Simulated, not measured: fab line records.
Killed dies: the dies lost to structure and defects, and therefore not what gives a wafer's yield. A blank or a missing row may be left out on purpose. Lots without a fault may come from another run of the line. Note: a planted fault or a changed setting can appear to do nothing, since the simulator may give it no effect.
fab line records	flow sky130
record: lots: 12	wafers: 36	last-day: 51
route steps=708 shown METAL1@439 VIA1@459 METAL2@487 VIA2@509 PAD_OPEN@708
lots that met no fault: from a run of the same line without faults
start-h: hours from the record's first day to the start of the lot's first wafer shown	wait-h: how many hours have passed since the lot's step before this one	" as in the row above	L1.1+2: a single row standing in for several wafers	- either no value or no given start	* or withheld: withheld	< > ~ a bound
route shown NAME@n: names a module that has steps shown in the file, with the first one's number in the route	usual: mean and standard deviation over wafers with no fault	same: alike in all rows	chamber/n: place in a boat	sites: each site's reading	_std_site: their standard deviation	_edge_site: mean of outer sites minus mean of inner sites	radius-mm: how far each site lies from the wafer's centre	mask NAME#n: copy n	behind: the tool/chamber that last shaped the wafer	hold: why the lot was held/for how many hours/how that ended	device: which transistor (n, p or np) failed to switch	end of line: the tests these same wafers got at the end of their route	a step without rows: its recipe alone	killed: dies lost to structure and defects at the first sort, not the wafer's yield	map: shows each die of a wafer: x if killed, . if not, _ if none is there
set.NAME: the setting the step ran with; set.NAME@STEP: the setting that earlier step ran with	model.NAME: the simulator's own value behind a step, which no gauge read
route steps across a sampled set of lots; one table per step, one row per wafer
services: the hour from which a tool's chamber was out of use, counted from the record's first day as start-h (under 0 if before that day), plus the number of hours and why
== steps ==
step: SKY_METAL1_RS_MEAS_05
recipe: thk-meas-gauge: four-point-probe	reads: TiN_of_METAL1_SPUTTER_04+Ti_of_METAL1_SPUTTER_03+AlCu_of_METAL1_SPUTTER_02+TiN_of_METAL1_SPUTTER_01+Ti_of_METAL1_SPUTTER_00
usual: METAL1_ALCU_RS: 0.1265/0.0012
lot.wafer	tool	chamber	start-h	wait-h	METAL1_ALCU_RS[ohm/sq]
L761.3	film-metro-03	-	753.51	0.1	0.1264
L761.5	"	-	"	"	0.1284
L761.6	"	-	"	"	0.1274
L765.1	film-metro-02	-	792.97	0.0	0.1260
L765.2	"	-	"	"	0.1276
L765.5	"	-	"	"	0.1278
L766.1	film-metro-01	-	793.15	0.0	0.1272
L766.2	"	-	"	"	0.1268
L766.3	"	-	"	"	0.1271
L769.1	film-metro-03	-	819.86	0.0	0.1281
L769.4	"	-	"	"	0.1269
L769.6	"	-	"	"	0.1256
L770.1	film-metro-01	-	831.28	0.0	0.1245
L770.3	"	-	"	"	0.1260
L770.4	"	-	"	"	0.1249
L774.1	film-metro-03	-	851.10	0.0	0.1256
L774.5	"	-	"	"	0.1256
L774.6	"	-	"	"	0.1250
L776.2	film-metro-03	-	868.18	0.0	0.1278
L776.3	"	-	"	"	0.1285
L776.4	"	-	"	"	0.1273
L777.1	film-metro-01	-	888.12	0.0	0.1263
L777.2	"	-	"	"	0.1255
L777.4	"	-	"	"	0.1253
L780.1	film-metro-02	-	899.63	0.0	0.1273
L780.2	"	-	"	"	0.1263
L780.6	"	-	"	"	0.1253
L782.1	film-metro-02	-	906.95	0.0	0.1259
L782.3	"	-	"	"	0.1261
L782.4	"	-	"	"	0.1262
L781.1	film-metro-02	-	913.17	0.0	0.1260
L781.2	"	-	"	"	0.1243
L781.4	"	-	"	"	0.1240
L783.1	film-metro-02	-	927.07	0.0	0.1307
L783.5	"	-	"	"	0.1293
L783.6	"	-	"	"	0.1267
step: SKY_VIA1_THK_MEAS_01
recipe: reads: SiO2_of_VIA1_HDPCVD_00
usual: VIA1_HDPCVD_THK: 1028/8.9
lot.wafer	tool	chamber	start-h	wait-h	VIA1_HDPCVD_THK[nm]
L761.3	film-metro-03	-	782.34	0.1	1032
L761.5	"	-	"	"	1039
L761.6	"	-	"	"	1040
L765.1	film-metro-04	-	821.45	0.1	1025
L765.2	"	-	"	"	1029
L765.5	"	-	"	"	1027
L766.1	film-metro-03	-	821.63	0.1	1030
L766.2	"	-	"	"	1034
L766.3	"	-	"	"	1044
L769.1	film-metro-03	-	848.10	0.1	1037
L769.4	"	-	"	"	1047
L769.6	"	-	"	"	1022
L770.1	film-metro-03	-	859.63	0.1	1019
L770.3	"	-	"	"	1024
L770.4	"	-	"	"	1025
L774.1	film-metro-03	-	878.81	0.1	1041
L774.5	"	-	"	"	1020
L774.6	"	-	"	"	1031
L776.2	film-metro-01	-	894.96	0.1	1039
L776.3	"	-	"	"	1026
L776.4	"	-	"	"	1020
L777.1	film-metro-04	-	914.56	0.1	1027
L777.2	"	-	"	"	1025
L777.4	"	-	"	"	1025
L780.1	film-metro-04	-	926.09	0.1	1029
L780.2	"	-	"	"	1024
L780.6	"	-	"	"	1033
L782.1	film-metro-01	-	933.20	0.1	1018
L782.3	"	-	"	"	1028
L782.4	"	-	"	"	1022
L781.1	film-metro-01	-	939.05	0.1	1014
L781.2	"	-	"	"	1025
L781.4	"	-	"	"	1032
L783.1	film-metro-01	-	952.75	0.1	1040
L783.5	"	-	"	"	1026
L783.6	"	-	"	"	1022
step: SKY_METAL2_SPUTTER_04
recipe: material: TiN	target-thk-nm: 70	power-w: 6500	time-s: 58.3	chamber-pressure-pa: 0.4
usual: cathode-dc-power-W: 6500.0/1.1	throttle-valve-pct: 29.9/1.2
lot.wafer	tool	chamber	start-h	wait-h	cathode-dc-power-W	throttle-valve-pct
L761.3	pvd-sputter-02	-	810.65	0.0	6501.3	29.3
L761.5	"	-	"	"	6499.9	31.7
L761.6	"	-	"	"	6499.5	30.1
L765.1	pvd-sputter-03	-	850.17	0.0	6500.4	31.2
L765.2	"	-	"	"	6500.5	30.0
L765.5	"	-	"	"	6500.5	28.8
L766.1	pvd-sputter-02	-	850.40	0.0	6500.4	27.5
L766.2	"	-	"	"	6500.4	31.3
L766.3	"	-	"	"	6499.0	30.0
L769.1	pvd-sputter-04	-	876.18	0.0	6499.7	29.8
L769.4	"	-	"	"	6499.0	30.4
L769.6	"	-	"	"	6500.7	30.6
L770.1	pvd-sputter-02	-	887.51	0.0	6499.7	27.3
L770.3	"	-	"	"	6498.8	29.4
L770.4	"	-	"	"	6500.0	31.4
L774.1	pvd-sputter-03	-	907.08	0.0	6499.7	28.7
L774.5	"	-	"	"	6499.3	31.5
L774.6	"	-	"	"	7205.9	30.1
L776.2	pvd-sputter-03	-	922.50	0.0	6498.9	28.5
L776.3	"	-	"	"	7204.7	30.2
L776.4	"	-	"	"	6499.9	31.4
L777.1	pvd-sputter-02	-	941.96	0.0	6499.0	27.4
L777.2	"	-	"	"	6501.5	30.0
L777.4	"	-	"	"	6498.8	31.3
L780.1	pvd-sputter-04	-	952.96	0.0	6498.8	30.6
L780.2	"	-	"	"	6500.0	28.8
L780.6	"	-	"	"	6498.7	29.9
L782.1	pvd-sputter-02	-	959.91	0.0	6499.8	31.5
L782.3	"	-	"	"	6501.0	29.7
L782.4	"	-	"	"	6500.8	29.3
L781.1	pvd-sputter-04	-	965.90	0.0	6500.3	29.7
L781.2	"	-	"	"	6500.6	30.4
L781.4	"	-	"	"	6499.9	28.7
L783.1	pvd-sputter-03	-	978.89	0.0	6498.2	31.5
L783.5	"	-	"	"	6499.6	30.0
L783.6	"	-	"	"	6498.5	31.8
step: SKY_VIA2_CMP_02
recipe: material: SiO2	down-force-psi: 4	platen-rpm: 60	pad-velocity-m-s: 0.94248
usual: motor-current-A: 11.5/1.1	platen-rpm: 60.00/0.041	slurry-flow-ml-min: 150.0/0.44
lot.wafer	tool	chamber	start-h	wait-h	motor-current-A	platen-rpm	slurry-flow-ml-min
L761.3	cmp-01	3	838.97	0.1	9.5	59.97	150.1
L761.6	"	1	"	"	10.9	60.00	150.1
L761.5	"	2	"	"	10.8	60.00	149.8
L766.1	cmp-02	1	878.08	0.1	11.3	59.98	150.3
L766.3	"	2	"	"	12.8	60.03	149.7
L766.2	"	0	"	"	12.3	59.95	150.7
L765.1	cmp-01	3	878.12	0.1	10.0	60.02	150.1
L765.2	"	0	"	"	12.6	60.03	149.7
L765.5	"	2	"	"	10.0	59.97	149.8
L769.1	cmp-02	3	903.60	0.1	12.2	60.07	149.9
L769.4	"	1	"	"	11.8	60.00	150.7
L769.6	"	3	"	"	11.8	60.00	150.0
L770.4	cmp-02	3	914.29	0.0	11.8	59.98	149.7
L770.1	"	0	"	"	11.9	60.07	150.0
L770.3	"	2	"	"	12.7	59.98	149.4
L774.1	cmp-01	3	933.52	0.1	10.0	59.97	150.6
L774.5	"	3	"	"	9.2	59.98	150.4
L774.6	"	0	"	"	12.8	59.95	149.9
L776.4	cmp-02	3	949.40	0.1	12.1	59.95	149.5
L776.3	"	0	"	"	11.6	60.03	150.1
L776.2	"	1	"	"	12.0	59.94	150.4
L777.1	cmp-02	3	968.84	1.0	12.0	59.98	150.3
L777.2	"	1	"	"	11.9	59.98	149.7
L777.4	"	2	"	"	12.8	59.98	149.7
L780.2	cmp-02	1	978.31	0.1	12.4	60.04	150.0
L780.1	"	2	"	"	13.7	59.98	149.8
L780.6	"	0	"	"	11.7	60.09	149.9
L782.1	cmp-02	2	985.28	0.1	12.9	59.98	150.4
L782.4	"	0	"	"	11.9	59.98	149.7
L782.3	"	1	"	"	12.4	60.00	150.4
L781.2	cmp-02	2	990.92	0.0	12.2	59.95	149.6
L781.4	"	0	"	"	11.7	59.95	150.4
L781.1	"	1	"	"	11.1	60.01	149.3
L783.1	cmp-02	3	1004.06	0.1	12.6	59.98	150.8
L783.6	"	1	"	"	11.3	59.96	151.0
L783.5	"	2	"	"	12.7	60.02	149.8
step: SKY_PAD_OPEN_PROBE_99
usual: defect-limited-yield: 82.5/1.6	killed_at_M0_to_M3: 43/6.6	killed_at_M4_up: 3.4/1.8	killed-at-contacts: 24/5.7	killed-at-front-end: 15/4.2	killed-at-other: 0.3/0.58	killed-dies: 86/8	killed-open: 46/7.2	killed-short: 39/5.8	sort_bin_3_pad_short: 0.9/0.41	sort_bin_5_function: 10.3/1.2	sort_bin_6_memory: 6.3/1.1	sort-n-pass: 406/8	sort-yield-pct: 82.5/1.6
same: gross-dies: 492	killed-at-back-side: 0	sort_bin_4_leakage[%]: 0	sort_bin_8_speed[%]: 0
lot.wafer	tool	chamber	start-h	wait-h	defect-limited-yield[%]	killed_at_M0_to_M3	killed_at_M4_up	killed-at-contacts	killed-at-front-end	killed-at-other	killed-dies	killed-open	killed-short	sort_bin_3_pad_short[%]	sort_bin_5_function[%]	sort_bin_6_memory[%]	sort-n-pass	sort-yield-pct[%]
L761.3	prober-02	-	1092.10	0.2	84.8	39	3	23	10	0	75	38	36	1.2	7.9	6.1	417	84.8
L761.5	prober-02	-	1092.20	0.2	86.4	33	6	17	11	0	67	39	26	0.4	7.5	5.7	425	86.4
L761.6	prober-02	-	1092.25	0.2	80.5	42	5	32	17	0	96	52	41	1.6	11.4	6.5	396	80.5
L765.1	prober-01	-	1121.71	0.1	81.7	45	2	18	24	1	90	53	37	1.4	9.6	7.3	402	81.7
L765.2	prober-01	-	1121.76	0.1	84.3	33	4	27	13	0	77	46	31	0.6	9.8	5.3	415	84.3
L765.5	prober-01	-	1121.91	0.2	82.3	47	3	19	17	1	87	47	39	1.0	10.4	6.3	405	82.3
L766.1	prober-02	-	1122.28	0.1	83.3	28	4	27	23	0	82	37	45	0.6	9.6	6.5	410	83.3
L766.2	prober-02	-	1122.33	0.1	81.9	50	0	18	21	0	89	48	41	1.2	11.0	5.9	403	81.9
L766.3	prober-02	-	1122.38	0.2	81.3	46	4	17	25	0	92	53	37	1.6	10.2	6.9	400	81.3
L769.1	prober-02	-	1142.05	0.1	81.7	39	3	27	19	2	90	55	33	0.8	11.2	6.3	402	81.7
L769.4	prober-02	-	1142.20	0.2	84.1	37	0	31	10	0	78	42	36	0.8	9.8	5.3	414	84.1
L769.6	prober-02	-	1142.30	0.2	82.1	35	3	27	22	1	88	53	35	0.8	9.1	7.9	404	82.1
L770.1	prober-02	-	1152.28	0.1	82.3	44	4	27	11	1	87	50	37	1.0	9.6	7.1	405	82.3
L770.3	prober-02	-	1152.38	0.2	83.1	42	1	28	11	1	83	52	31	0.4	11.2	5.3	409	83.1
L770.4	prober-02	-	1152.43	0.2	85.4	32	5	25	10	0	72	38	34	0.4	8.1	6.1	420	85.4
L774.1	prober-02	-	1164.43	0.1	81.9	44	4	28	13	0	89	53	36	0.2	11.2	6.7	403	81.9
L774.5	prober-02	-	1164.63	0.2	82.9	46	2	25	10	1	84	37	47	1.0	9.3	6.7	408	82.9
L774.6	prober-02	-	1164.68	0.2	82.7	47	1	29	8	0	85	46	39	0.6	8.7	7.9	407	82.7
L776.2	prober-02	-	1174.63	0.1	83.7	50	3	14	13	0	80	42	38	0.6	9.6	6.1	412	83.7
L776.3	prober-02	-	1174.68	0.2	81.1	43	8	28	14	0	93	47	46	1.0	10.4	7.5	399	81.1
L776.4	prober-02	-	1174.73	0.2	82.9	37	7	21	19	0	84	41	43	1.6	9.3	6.1	408	82.9
L777.1	prober-02	-	1190.46	0.1	82.1	54	3	9	22	0	88	38	49	1.4	10.2	6.3	404	82.1
L777.2	prober-02	-	1190.51	0.1	84.6	40	3	25	8	0	76	41	34	0.6	9.3	5.5	416	84.6
L777.4	prober-02	-	1190.61	0.2	79.3	59	4	23	16	0	102	52	50	1.0	11.4	8.3	390	79.3
L780.1	prober-02	-	1197.44	0.1	82.5	41	7	27	11	0	86	45	39	0.6	9.8	7.1	406	82.5
L780.2	prober-02	-	1197.49	0.1	83.1	30	3	28	22	0	83	38	44	1.0	10.4	5.5	409	83.1
L780.6	prober-02	-	1197.69	0.2	81.7	48	3	21	18	0	90	43	47	1.0	11.4	5.9	402	81.7
L782.1	prober-01	-	1200.03	0.1	83.5	49	2	18	11	1	81	44	36	1.6	9.1	5.7	411	83.5
L782.3	prober-01	-	1200.13	0.2	86.0	24	2	33	9	1	69	39	28	0.4	7.9	5.7	423	86.0
L782.4	prober-01	-	1200.18	0.2	81.1	45	1	29	18	0	93	55	38	1.0	9.1	8.7	399	81.1
L781.1	prober-02	-	1204.03	0.1	82.1	46	2	25	15	0	88	41	46	1.2	10.6	6.1	404	82.1
L781.2	prober-02	-	1204.08	0.1	81.3	47	3	21	20	1	92	55	37	0.8	11.6	6.3	400	81.3
L781.4	prober-02	-	1204.18	0.2	85.8	40	2	11	16	1	70	39	31	0.6	8.7	4.9	422	85.8
L783.1	prober-02	-	1213.12	0.1	80.5	45	2	32	17	0	96	51	45	1.4	10.4	7.7	396	80.5
L783.5	prober-02	-	1213.32	0.2	81.7	48	2	29	11	0	90	44	46	0.8	9.8	7.7	402	81.7
L783.6	prober-02	-	1213.37	0.2	84.3	36	3	26	12	0	77	45	32	0.8	9.6	5.3	415	84.3
killed by level:class
L761.3 CONTACT:geometric-particle:open=8 VIA1:geometric-particle:open=6 VIA1:geometric-particle:short=5 LI_CONTACT:geometric-particle:short=5 LI_CONTACT:geometric-particle:open=5 VIA3:geometric-particle:open=5 METAL2:geometric-particle:short=5 VIA3:geometric-particle:short=5
L761.5 VIA2:geometric-particle:open=14 CONTACT:geometric-particle:open=9 METAL4:geometric-particle:short=6 POLY_GATE:geometric-particle:short=5 LI_CONTACT:geometric-particle:open=5 VIA3:geometric-particle:open=5 FIELD_ISO:geometric-particle:short=3 VIA3:geometric-particle:short=3
L761.6 VIA1:geometric-particle:open=14 LI_CONTACT:geometric-particle:open=11 CONTACT:geometric-particle:open=10 FIELD_ISO:geometric-particle:short=8 VIA3:geometric-particle:open=7 METAL2:geometric-particle:short=7 METAL1:geometric-particle:short=5 LI_CONTACT:geometric-particle:short=4
L765.1 VIA1:geometric-particle:open=10 VIA2:geometric-particle:open=10 LI_CONTACT:geometric-particle:open=7 METAL1:geometric-particle:short=6 POLY_GATE:geometric-particle:open=5 POLY_GATE:geometric-particle:short=5 CONTACT:geometric-particle:open=5 VIA3:geometric-particle:open=5
L765.2 CONTACT:geometric-particle:open=11 LI_CONTACT:geometric-particle:open=8 VIA2:geometric-particle:open=6 VIA3:geometric-particle:open=6 LI_CONTACT:geometric-particle:short=5 VIA1:geometric-particle:short=4 VIA1:geometric-particle:open=4 METAL2:geometric-particle:short=4
L765.5 VIA1:geometric-particle:open=12 CONTACT:geometric-particle:open=9 METAL1:geometric-particle:short=6 VIA2:geometric-particle:open=6 VIA1:geometric-particle:short=5 VIA3:geometric-particle:open=5 FIELD_ISO:geometric-particle:open=4 FIELD_ISO:geometric-particle:short=4
L766.1 METAL2:geometric-particle:short=8 CONTACT:geometric-particle:open=8 FIELD_ISO:geometric-particle:short=7 POLY_GATE:geometric-particle:short=6 LI_CONTACT:geometric-particle:open=6 VIA2:geometric-particle:open=6 LOCAL_INTERCONNECT:geometric-particle:short=5 VIA1:geometric-particle:open=5
L766.2 VIA1:geometric-particle:open=8 VIA3:geometric-particle:open=8 METAL2:geometric-particle:short=7 FIELD_ISO:geometric-particle:short=6 POLY_GATE:geometric-particle:open=6 CONTACT:geometric-particle:open=6 LI_CONTACT:geometric-particle:open=5 METAL1:geometric-particle:short=5
L766.3 CONTACT:geometric-particle:open=9 VIA3:geometric-particle:open=8 VIA1:geometric-particle:open=8 FIELD_ISO:geometric-particle:open=7 POLY_GATE:geometric-particle:short=7 METAL2:geometric-particle:short=6 VIA1:geometric-particle:short=6 VIA2:geometric-particle:open=6
L769.1 VIA2:geometric-particle:open=11 LI_CONTACT:geometric-particle:open=9 VIA1:geometric-particle:open=8 VIA3:geometric-particle:open=8 CONTACT:geometric-particle:open=7 FIELD_ISO:geometric-particle:short=4 LOCAL_INTERCONNECT:geometric-particle:short=4 CONTACT:geometric-particle:short=4
L769.4 VIA1:geometric-particle:open=10 LI_CONTACT:geometric-particle:open=10 CONTACT:geometric-particle:short=8 CONTACT:geometric-particle:open=7 VIA1:geometric-particle:short=6 METAL3:geometric-particle:short=5 VIA3:geometric-particle:open=4 FIELD_ISO:geometric-particle:open=3
L769.6 CONTACT:geometric-particle:open=14 VIA1:geometric-particle:open=9 FIELD_ISO:geometric-particle:short=7 LI_CONTACT:geometric-particle:open=7 VIA3:geometric-particle:open=5 POLY_GATE:geometric-particle:open=4 CONTACT:geometric-particle:short=4 VIA2:geometric-particle:short=4
L770.1 CONTACT:geometric-particle:open=12 VIA1:geometric-particle:short=10 VIA2:geometric-particle:open=8 LI_CONTACT:geometric-particle:open=7 LI_CONTACT:geometric-particle:short=6 VIA1:geometric-particle:open=6 VIA3:geometric-particle:open=6 FIELD_ISO:geometric-particle:short=4
L770.3 VIA1:geometric-particle:open=14 CONTACT:geometric-particle:open=12 METAL2:geometric-particle:short=6 VIA3:geometric-particle:open=6 LI_CONTACT:geometric-particle:short=4 LI_CONTACT:geometric-particle:open=4 CONTACT:geometric-particle:short=4 VIA2:geometric-particle:open=4
L770.4 VIA1:geometric-particle:open=9 LI_CONTACT:geometric-particle:open=7 VIA3:geometric-particle:open=7 CONTACT:geometric-particle:open=6 FIELD_ISO:geometric-particle:open=5 VIA1:geometric-particle:short=5 LOCAL_INTERCONNECT:geometric-particle:short=5 CONTACT:geometric-particle:short=4
L774.1 VIA1:geometric-particle:open=15 CONTACT:geometric-particle:open=10 LI_CONTACT:geometric-particle:open=8 FIELD_ISO:geometric-particle:open=6 VIA1:geometric-particle:short=6 LOCAL_INTERCONNECT:geometric-particle:short=5 METAL3:geometric-particle:short=5 VIA2:geometric-particle:open=5
L774.5 VIA1:geometric-particle:short=11 VIA1:geometric-particle:open=11 LOCAL_INTERCONNECT:geometric-particle:short=8 CONTACT:geometric-particle:open=5 CONTACT:geometric-particle:short=5 METAL2:geometric-particle:short=5 VIA2:geometric-particle:open=5 VIA3:geometric-particle:open=5
L774.6 CONTACT:geometric-particle:open=13 CONTACT:geometric-particle:short=9 VIA3:geometric-particle:open=9 VIA1:geometric-particle:open=8 VIA2:geometric-particle:open=7 METAL2:geometric-particle:short=7 VIA2:geometric-particle:short=6 LOCAL_INTERCONNECT:geometric-particle:short=5
L776.2 VIA1:geometric-particle:open=13 VIA2:geometric-particle:open=11 FIELD_ISO:geometric-particle:short=8 CONTACT:geometric-particle:open=8 VIA3:geometric-particle:short=6 METAL1:geometric-particle:short=4 VIA1:geometric-particle:short=4 METAL4:geometric-particle:short=3
L776.3 CONTACT:geometric-particle:open=12 VIA1:geometric-particle:open=12 METAL2:geometric-particle:short=8 LI_CONTACT:geometric-particle:open=5 LOCAL_INTERCONNECT:geometric-particle:short=5 METAL4:geometric-particle:short=5 VIA3:geometric-particle:open=5 POLY_GATE:geometric-particle:short=4
L776.4 METAL1:geometric-particle:short=10 CONTACT:geometric-particle:open=8 FIELD_ISO:geometric-particle:short=6 FIELD_ISO:geometric-particle:open=5 LI_CONTACT:geometric-particle:open=5 VIA1:geometric-particle:open=5 VIA2:geometric-particle:open=5 METAL4:geometric-particle:short=5
L777.1 VIA1:geometric-particle:open=11 METAL1:geometric-particle:short=8 POLY_GATE:geometric-particle:short=7 VIA2:geometric-particle:open=7 METAL3:geometric-particle:short=6 VIA1:geometric-particle:short=6 POLY_GATE:geometric-particle:open=4 VIA3:geometric-particle:short=4
L777.2 LI_CONTACT:geometric-particle:open=8 CONTACT:geometric-particle:open=7 VIA1:geometric-particle:open=6 VIA2:geometric-particle:open=6 METAL3:geometric-particle:short=6 CONTACT:geometric-particle:short=5 VIA3:geometric-particle:open=4 METAL1:geometric-particle:short=3
L777.4 VIA1:geometric-particle:open=11 VIA2:geometric-particle:open=11 VIA3:geometric-particle:open=9 CONTACT:geometric-particle:open=8 FIELD_ISO:geometric-particle:short=7 METAL2:geometric-particle:short=7 METAL1:geometric-particle:short=6 LI_CONTACT:geometric-particle:open=6
L780.1 CONTACT:geometric-particle:short=10 VIA2:geometric-particle:open=9 CONTACT:geometric-particle:open=8 VIA1:geometric-particle:open=8 METAL2:geometric-particle:short=6 LOCAL_INTERCONNECT:geometric-particle:short=5 METAL1:geometric-particle:short=5 METAL4:geometric-particle:short=4
L780.2 CONTACT:geometric-particle:open=13 FIELD_ISO:geometric-particle:open=6 POLY_GATE:geometric-particle:short=6 METAL2:geometric-particle:short=5 CONTACT:geometric-particle:short=5 FIELD_ISO:geometric-particle:short=4 VIA1:geometric-particle:short=4 LOCAL_INTERCONNECT:geometric-particle:short=4
L780.6 VIA1:geometric-particle:open=12 FIELD_ISO:geometric-particle:short=7 VIA1:geometric-particle:short=7 CONTACT:geometric-particle:open=7 VIA2:geometric-particle:open=7 VIA3:geometric-particle:open=7 POLY_GATE:geometric-particle:short=5 METAL2:geometric-particle:short=5
L782.1 VIA2:geometric-particle:open=8 METAL2:geometric-particle:short=8 VIA3:geometric-particle:open=8 LI_CONTACT:geometric-particle:open=7 LOCAL_INTERCONNECT:geometric-particle:short=6 METAL1:geometric-particle:short=6 VIA1:geometric-particle:open=5 FIELD_ISO:geometric-particle:open=4
L782.3 VIA1:geometric-particle:open=12 CONTACT:geometric-particle:open=10 LOCAL_INTERCONNECT:geometric-particle:short=8 LI_CONTACT:geometric-particle:open=6 VIA3:geometric-particle:open=5 CONTACT:geometric-particle:short=4 POLY_GATE:geometric-particle:short=3 LOCAL_INTERCONNECT:geometric-particle:open=3
L782.4 CONTACT:geometric-particle:open=11 VIA3:geometric-particle:open=11 VIA2:geometric-particle:open=7 METAL2:geometric-particle:open=5 LOCAL_INTERCONNECT:geometric-particle:short=5 METAL2:geometric-particle:short=5 POLY_GATE:geometric-particle:open=4 POLY_GATE:geometric-particle:short=4
L781.1 CONTACT:geometric-particle:open=9 VIA1:geometric-particle:open=9 METAL1:geometric-particle:short=7 VIA1:geometric-particle:short=6 CONTACT:geometric-particle:short=5 LI_CONTACT:geometric-particle:open=5 METAL2:geometric-particle:short=5 POLY_GATE:geometric-particle:open=4
L781.2 VIA1:geometric-particle:open=11 CONTACT:geometric-particle:open=10 VIA2:geometric-particle:open=8 VIA3:geometric-particle:open=7 POLY_GATE:geometric-particle:open=6 METAL2:geometric-particle:short=6 FIELD_ISO:geometric-particle:open=4 CONTACT:geometric-particle:short=4
L781.4 VIA1:geometric-particle:open=12 VIA2:geometric-particle:open=7 VIA3:geometric-particle:open=4 CONTACT:geometric-particle:open=4 METAL1:geometric-particle:short=4 VIA1:geometric-particle:short=4 METAL2:geometric-particle:short=4 FIELD_ISO:geometric-particle:open=3
L783.1 CONTACT:geometric-particle:open=12 VIA1:geometric-particle:open=9 POLY_GATE:geometric-particle:short=8 VIA3:geometric-particle:open=8 LI_CONTACT:geometric-particle:open=7 VIA2:geometric-particle:open=7 METAL1:geometric-particle:short=6 CONTACT:geometric-particle:short=6
L783.5 CONTACT:geometric-particle:open=16 VIA1:geometric-particle:open=9 METAL1:geometric-particle:short=8 METAL2:geometric-particle:short=8 VIA2:geometric-particle:open=6 CONTACT:geometric-particle:short=5 VIA3:geometric-particle:open=5 VIA2:geometric-particle:short=4
L783.6 LI_CONTACT:geometric-particle:open=10 CONTACT:geometric-particle:open=9 VIA1:geometric-particle:open=7 VIA1:geometric-particle:short=6 VIA2:geometric-particle:open=5 VIA3:geometric-particle:open=5 LI_CONTACT:geometric-particle:short=4 FIELD_ISO:geometric-particle:open=3
== services ==
tool	chamber	start-h	hours	kind
cmp-01	-	813.30	3.9	pm
cmp-01	-	817.84	1.2	repair
cmp-02	-	829.48	1.1	repair
cmp-01	-	888.20	1.5	repair
cmp-01	-	912.00	4.0	pm
cmp-01	-	916.00	-	consumable-replace:conditioner
cmp-01	-	916.00	-	consumable-replace:pad
cmp-01	-	925.65	1.7	repair
pvd-sputter-04	-	927.69	6.7	repair
cmp-02	-	942.63	1.1	repair
pvd-sputter-04	-	950.27	2.5	repair
cmp-02	-	951.66	0.9	repair
pvd-sputter-04	-	960.25	0.5	repair
cmp-01	-	961.96	13.2	repair
cmp-02	-	967.70	1.1	repair
cmp-01	-	972.55	0.5	repair
cmp-02	-	973.28	2.8	repair
pvd-sputter-02	-	997.58	3.0	repair
pvd-sputter-03	-	1000.23	11.2	repair
== key ==
first-sign: step: SKY_METAL2_SPUTTER_04	reading: cathode-dc-power-W	direction: up	sigmas: 99+	usual: 6500.0	struck: 7205.3
effect none on later readings
met-at SKY_METAL2_SPUTTER_04
struck-lots L774,L776
struck-wafers L774.6,L776.3
not-acting-at SKY_METAL1_RS_MEAS_05,SKY_VIA1_THK_MEAS_01,SKY_VIA2_CMP_02
onset-between 850.17 907.08
fault: kind: process-parameter-drift	tool: pvd-sputter-03	chamber: -	onset-h: 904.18	steps: SKY_METAL2_SPUTTER_04	channel: power-w	offset: *	shape: step	end-h: 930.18	acts-in: *	stated: *	scope: struck-wafers-only
